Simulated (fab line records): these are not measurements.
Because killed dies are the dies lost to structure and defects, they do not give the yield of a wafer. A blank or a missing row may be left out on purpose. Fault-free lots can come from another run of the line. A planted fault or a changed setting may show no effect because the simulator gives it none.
Comparing a struck lot with a sound one ; flow gf180mcu ; 18 steps out of a route of 602
Sound: these wafers, L403.2, L403.4, L403.6. The struck wafers were L411.1, L411.3, L411.4. The cause is named last.
Per side, at each step with rows, come the tool, then ch with its chambers, and then its first start. Under that, the readings that differ: sound wafers ; struck wafers ; difference of the means ; sigmas: that difference in standard deviations of wafers without a fault.
alike: readings whose means differ by less than 2 such deviations, and words and numbers that are the same on both sides. not compared: withheld readings, readings that some wafer has no value for, bounds like >300 that may hide the same value, and numbers for which the record gives no deviation and whose values overlap.
The two part at a step that has a row with sigmas, a row that says differs or no value, or rows on one side only. Numbers that don't overlap but have no deviation are shown without sigmas and don't part them. A reading that every wafer of one side lacks parts them only if that side has two wafers or more.

GF_HV_LDD_CD_MEAS_31 targets a cd of 400 nm.
  sound on cd_sem-02 at day 12 17:35; struck on cd_sem-02 at day 15 09:12
  alike: cd_nm
GF_HV_LDD_OVL_MEAS_32:
  sound on overlay-01 at day 12 17:42; struck on overlay-02 at day 15 09:19
  alike: HV_LDD_02_OVL
then, 4 steps without rows for these wafers: GF_HV_LDD_IMPLANT_33; GF_HV_LDD_IMPLANT_34; GF_HV_LDD_IMPLANT_35; GF_HV_LDD_IMPLANT_36.
GF_HV_LDD_STRIP_37: strips in O2/N2.
  sound on plasma_asher-02 ch 0,1, day 12 18:20; struck on plasma_asher-01 ch 0,1, day 15 09:58
  alike: drypump_motor_current_A, heater_power_w, oes_product_au, strip_time_to_endpoint_s
  not compared: rf_hours_counter_h
GF_HV_LDD_TW_MEAS_38:
  sound on film_metro-03 at day 12 18:26; struck on film_metro-03 at day 15 10:04
  alike: HV_LDD_3_TW
then, 4 steps without rows for these wafers: GF_HV_LDD_DEHYDRATE_39 (time 60 s); GF_HV_LDD_HMDS_40 (prime time 60 s); GF_HV_LDD_COAT_41 (resist thk 1000 nm); GF_HV_LDD_SOFTBAKE_42 (time 60 s).
GF_HV_LDD_EXPOSE_43: exposes mask Pplus HV AREA, target cd 400 nm.
  sound on iline_stepper-02 ch 0, day 13 04:38; struck on iline_stepper-02 ch 0, day 15 21:40
reading;sound;struck;difference;sigmas
model.HV_LDD.overlay_x_nm (nm);0.3832 0.3832 0.3832;258.7 258.7 258.7;+258.3;
  alike: mask
then, 2 steps without rows for these wafers: GF_HV_LDD_PEB_44; GF_HV_LDD_DEVELOP_45 (develop time 60 s).
GF_HV_LDD_CD_MEAS_46 targets a cd of 400 nm.
  sound on cd_sem-02 at day 13 14:07; struck on cd_sem-01 at day 16 08:05
reading;sound;struck;difference;sigmas
cd_nm (nm);393.7 392.7 395.7;402.2 401.6 401.3;+7.7;+3
GF_HV_LDD_OVL_MEAS_47:
  sound on overlay-02 at day 13 14:14; struck on overlay-02 at day 16 08:25
reading;sound;struck;difference;sigmas
HV_LDD_03_OVL (nm);0.8 0.3 -1.0;257.4 258.3 258.9;+258.2;+99 or more
  not compared: hold
GF_PASSIVATION_PROBE_99:
  rows exist in the record for the sound wafers here (prober-01, day 30 05:12), none for the struck ones

WHERE THEY PART
At GF_HV_LDD_CD_MEAS_46 first; at GF_PASSIVATION_PROBE_99 last (within this record only).

WHY: whatever the simulator had introduced
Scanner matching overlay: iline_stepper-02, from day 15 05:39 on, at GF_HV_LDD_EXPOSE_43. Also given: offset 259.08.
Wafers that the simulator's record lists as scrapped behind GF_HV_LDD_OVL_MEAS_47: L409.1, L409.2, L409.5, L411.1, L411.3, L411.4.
